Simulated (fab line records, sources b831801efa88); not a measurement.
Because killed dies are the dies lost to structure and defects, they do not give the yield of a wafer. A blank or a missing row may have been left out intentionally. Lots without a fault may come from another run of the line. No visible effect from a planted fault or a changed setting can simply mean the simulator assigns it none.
Comparing a struck lot with a sound one || flow sky130 || 43 out of 708 route steps
Sound: these wafers, L493.1, L493.2, L493.5. Struck: wafers L501.1, L501.3, L501.5. The cause comes at the end.
Order at every step that has rows: each side's tool, ch and its chambers, its first start. Under that, the readings that differ: sound wafers || struck wafers || difference of the means || sigmas: that difference in standard deviations of wafers without a fault.
alike: readings with means less than 2 such deviations apart, plus words and numbers identical on both sides. not compared: withheld readings, readings lacking a value on some wafer, bounds such as >300 that could conceal the same value, and numbers that have no deviation in the record and whose values overlap.
The two part at a step that has a row with sigmas, a row that says differs or no value, or rows on one side only. When numbers do not overlap yet have no deviation, they are printed without sigmas and do not part them. A reading that every wafer of one side lacks parts them only if that side has two wafers or more.

first, 2 steps without rows for these wafers: SKY_VIA2_SPUTTER_20 (material TiN, target thk 20 nm, time 80 s); SKY_VIA2_CVD_21 (deposits W, target thk 420 nm, time 126.4 s).
SKY_VIA2_RS_MEAS_22: uses a four-point probe to measure.
  sound on filmMetro-02 at day 38 17:24; struck on filmMetro-03 at day 40 15:36
  alike: VIA2_W_RS
SKY_VIA2_THK_MEAS_23: measures by xrf.
  sound on filmMetro-02 at day 38 17:31; struck on filmMetro-03 at day 40 15:43
  alike: VIA2_W_THK
SKY_VIA2_CMP_24: polishes, stops on SiO2, t overpolish 20 s, target thk 0 nm.
  sound on cmp-01 ch 0,1,2, day 38 17:38; struck on cmp-01 ch 0,1,2, day 40 15:47
  alike: motorCurrentA, overpolishRunS, timeToEndpointS
then, 4 steps without rows for these wafers: SKY_METAL3_SPUTTER_00 (material Ti, target thk 15 nm, time 10 s); SKY_METAL3_SPUTTER_01 (material TiN, target thk 20 nm, time 16.7 s); SKY_METAL3_SPUTTER_02 (material AlCu, target thk 735 nm, time 39.1 s); SKY_METAL3_SPUTTER_03 (material Ti, target thk 5 nm, time 3.3 s).
SKY_METAL3_SPUTTER_04: material TiN, target thk 70 nm, time 58.3 s.
  sound on pvdSputter-03 at day 38 17:59; struck on pvdSputter-02 at day 40 16:11
  alike: throttleValvePct
SKY_CAPM_CVD_00: deposits SiO2, target thk 15.5 nm.
  sound on pecvd-04 ch 1,2, day 38 18:02; struck on pecvd-02 ch 0,1,2, day 40 16:14
  alike: heaterPowerW, susceptorTempC
SKY_CAPM_THK_MEAS_01:
  sound on filmMetro-01 at day 38 18:04; struck on filmMetro-04 at day 40 16:16
  alike: CAPM_CVD_00_THK
SKY_CAPM_SPUTTER_02: material TiN, target thk 200 nm, time 166.7 s.
  sound on pvdSputter-01 at day 38 18:07; struck on pvdSputter-01 at day 40 16:19
  alike: susceptorTempC, throttleValvePct
SKY_CAPM_RS_MEAS_03: uses a four-point probe to measure.
  sound on filmMetro-04 at day 38 18:14; struck on filmMetro-02 at day 40 16:26
  alike: CAPM_TIN_RS
SKY_CAPM_THK_MEAS_04: measures by xrf.
  sound on filmMetro-04 at day 38 18:21; struck on filmMetro-02 at day 40 16:33
  alike: CAPM_TIN_THK
then, 7 steps without rows for these wafers: SKY_CAPM_DEHYDRATE_05 (time 60 s); SKY_CAPM_HMDS_06 (prime time 60 s); SKY_CAPM_COAT_07 (resist thk 1140 nm); SKY_CAPM_SOFTBAKE_08 (time 60 s); SKY_CAPM_EXPOSE_09 (exposes mask CAPM, target cd 1000 nm); SKY_CAPM_PEB_10; SKY_CAPM_DEVELOP_11 (develop time 60 s).
SKY_CAPM_OVL_MEAS_12:
  sound on overlay-01 at day 39 18:46; struck on overlay-02 at day 41 14:55
  alike: CAPM_OVL
then, 13 steps without rows for these wafers: SKY_CAPM_METAL_ETCH_13 (etches TiN in Cl2/BCl3, stops on SiO2, target depth 220 nm, time 62.9 s); SKY_CAPM_STRIP_14 (strips in O2/N2); SKY_CAPM_STRIP_15 (strips in post etch residue remover, time 1200 s); SKY_CAPM_CLEAN_16 (cleans in IPA, time 180 s); SKY_CAPM_CLEAN_17 (cleans in O3/DIW); SKY_METAL3_DEHYDRATE_05 (time 60 s); SKY_METAL3_HMDS_06 (prime time 60 s); SKY_METAL3_COAT_07 (resist thk 60 nm); SKY_METAL3_COAT_08 (resist thk 1140 nm); SKY_METAL3_SOFTBAKE_09 (time 90 s); SKY_METAL3_EXPOSE_10 (exposes mask MM3, target cd 300 nm); SKY_METAL3_PEB_11; SKY_METAL3_DEVELOP_12 (develop time 60 s).
SKY_METAL3_CD_MEAS_13 targets a cd of 300 nm.
  sound on cdSem-02 at day 40 19:56; struck on cdSem-01 at day 42 14:22
  alike: cdNm
SKY_METAL3_OVL_MEAS_14:
  sound on overlay-02 at day 40 20:03; struck on overlay-02 at day 42 14:29
  alike: METAL3_OVL
SKY_METAL3_DESCUM_15: chemistry O2, time 8 s.
  sound on rieMetal-01 ch 0,1, day 40 20:05; struck on rieMetal-02 ch 0,1, day 42 14:31
  alike: drypumpMotorCurrentA, oesProductAu
  not compared: rfHoursCounterH
then, 1 step without rows for these wafers: SKY_METAL3_ETCH_16 (etches BARC in N2/H2, stops on SiO2, time 88.2 s, target depth 60 nm).
SKY_METAL3_ETCH_17: etches SiO2 in C4F8/O2/Ar, stops on TiN, time 3.9 s, target depth 15 nm.
  sound on rieDiel-03 ch 0,1,2, day 40 20:13; struck on rieDiel-03 ch 0,3, day 42 14:39
  alike: oesProductAu
  not compared: rfHoursCounterH
then, 1 step without rows for these wafers: SKY_METAL3_METAL_ETCH_18 (etches the open film in Cl2/BCl3, stops on SiO2, target depth 845 nm, time 183.1 s).
-- the record jumps here: 7 days lie between the struck wafers' starts before and after (it left off in module METAL3 and takes up again in module PAD_OPEN, whose first step shown is number 708 of the route) --
SKY_PAD_OPEN_PROBE_99:
  sound on prober-01 at day 47 17:58; struck on prober-01 at day 49 02:39
  no value came back on the struck wafers for model.etest.tester.sortNPass, model.etest.tester.sortYieldPct (%), model.etest.tester.sort_bin_5_pct (%), model.etest.tester.sort_bin_3_pct (%); on the sound wafers model.etest.tester.sortNPass reads 408 423 396
{"reading": "killedAtOther", "sound": "0 0 2", "struck": "49 42 41", "difference": "+43", "sigmas": "+80"}
{"reading": "killedDies", "sound": "84 69 96", "struck": "137 117 116", "difference": "+40", "sigmas": "+4"}
  alike: killed_at_M0_to_M3, killed_at_M4_up, killedAtContacts, killedAtFrontEnd, killedOpen, killedShort

## WHERE THEY PART
At SKY_PAD_OPEN_PROBE_99 and nowhere else, as far as this record goes.

WHY: the cause the simulator had injected
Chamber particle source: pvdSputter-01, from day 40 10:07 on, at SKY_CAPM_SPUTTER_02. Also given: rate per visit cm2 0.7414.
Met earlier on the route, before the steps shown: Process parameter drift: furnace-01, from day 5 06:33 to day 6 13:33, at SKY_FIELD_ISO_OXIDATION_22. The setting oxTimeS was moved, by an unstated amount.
